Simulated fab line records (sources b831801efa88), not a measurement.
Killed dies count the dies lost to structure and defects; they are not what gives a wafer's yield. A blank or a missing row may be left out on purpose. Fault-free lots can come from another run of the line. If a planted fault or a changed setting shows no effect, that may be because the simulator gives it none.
A lot that was struck, set against a sound lot | flow sky130 | 15 out of 708 route steps
Sound: these wafers, L572.1, L572.3, L572.4. Struck: wafer L581.3 (left out: L581.1, L581.2 of the same lot, which were not struck); the cause appears at the end.
Per side, at each step with rows, come the tool, then ch with its chambers, and then its first start. Under that, the readings that differ: sound wafers | struck wafers | difference of the means | sigmas: that difference in standard deviations of wafers without a fault.
alike: same words and numbers on both sides, and readings whose means sit less than 2 such deviations apart. not compared: any withheld reading, any reading some wafer has no value for, any bound like >300 that may hide the same value, and any number with overlapping values for which the record gives no deviation.
The two part at a step that has a row with sigmas, a row that says differs or no value, or rows on one side only. Numbers that don't overlap but have no deviation are shown without sigmas and don't part them. Lack of a reading on every wafer of one side parts them only where that side has two or more wafers.

SKY_VIA4_STRIP_13: strips in O2/N2.
  sound on plasma_asher-04 ch 0,1, day 44 19:00; struck on plasma_asher-04 ch 0, day 46 15:22
  alike: drypump_motor_current_A, oes_product_au, strip_time_to_endpoint_s
  not compared: rf_hours_counter_h
then, 4 steps without rows for these wafers: SKY_VIA4_STRIP_14 (strips in post etch residue remover, time 1200 s); SKY_VIA4_CLEAN_15 (cleans in IPA, time 180 s); SKY_VIA4_CLEAN_16 (cleans in O3/DIW); SKY_VIA4_SPUTTER_17 (material TiN, target thk 20 nm, time 80 s).
SKY_VIA4_CVD_18: deposits W, target thk 505 nm, time 152.14 s.
  sound on cvd_w-01 ch 0,1, day 44 19:40; struck on cvd_w-02 ch 1, day 46 16:01
  alike: heater_power_w
SKY_VIA4_RS_MEAS_19: the measuring method here is four-point-probe.
  sound on film_metro-04, day 44 19:49; struck on film_metro-04, day 46 16:10
  alike: VIA4_W_RS
SKY_VIA4_THK_MEAS_20: measures by xrf.
  sound on film_metro-04, day 44 19:56; struck on film_metro-04, day 46 16:17
  alike: VIA4_W_THK
SKY_VIA4_CMP_21: polishes, stops on SiO2, t overpolish 25 s, target thk 0 nm.
  sound on cmp-01 ch 0,1,2, day 44 19:59; struck on cmp-02 ch 3, day 46 16:26
  alike: head_pressure_psi, motor_current_A, overpolish_run_s, time_to_endpoint_s
SKY_METAL5_SPUTTER_00: material Ti, target thk 15 nm, time 10 s.
  sound on pvd_sputter-03, day 44 20:17; struck on pvd_sputter-03, day 46 16:44
  alike: throttle_valve_pct
then, 2 steps without rows for these wafers: SKY_METAL5_SPUTTER_01 (material TiN, target thk 20 nm, time 16.7 s); SKY_METAL5_SPUTTER_02 (material AlCu, target thk 1150 nm, time 61.2 s).
SKY_METAL5_SPUTTER_03: material Ti, target thk 5 nm, time 3.3 s.
  sound on pvd_sputter-03, day 44 20:23; struck on pvd_sputter-03, day 46 16:50
  reading                                   | sound            | struck | difference | sigmas
  model.Ti_of_METAL5_SPUTTER_03.thk_nm (nm) | 4.84 4.869 4.875 | 6.752  | +1.891     |
  alike: throttle_valve_pct
SKY_METAL5_SPUTTER_04: material TiN, target thk 70 nm, time 58.3 s.
  sound on pvd_sputter-03, day 44 20:25; struck on pvd_sputter-03, day 46 16:52
  alike: throttle_valve_pct
SKY_PAD_OPEN_PROBE_99:
  the record holds rows for the sound wafers here (prober-02, day 47 14:05) but none for the struck ones

== WHERE THEY PART ==
At SKY_PAD_OPEN_PROBE_99 and nowhere else, as far as this record goes.

WHY: whatever the simulator had introduced
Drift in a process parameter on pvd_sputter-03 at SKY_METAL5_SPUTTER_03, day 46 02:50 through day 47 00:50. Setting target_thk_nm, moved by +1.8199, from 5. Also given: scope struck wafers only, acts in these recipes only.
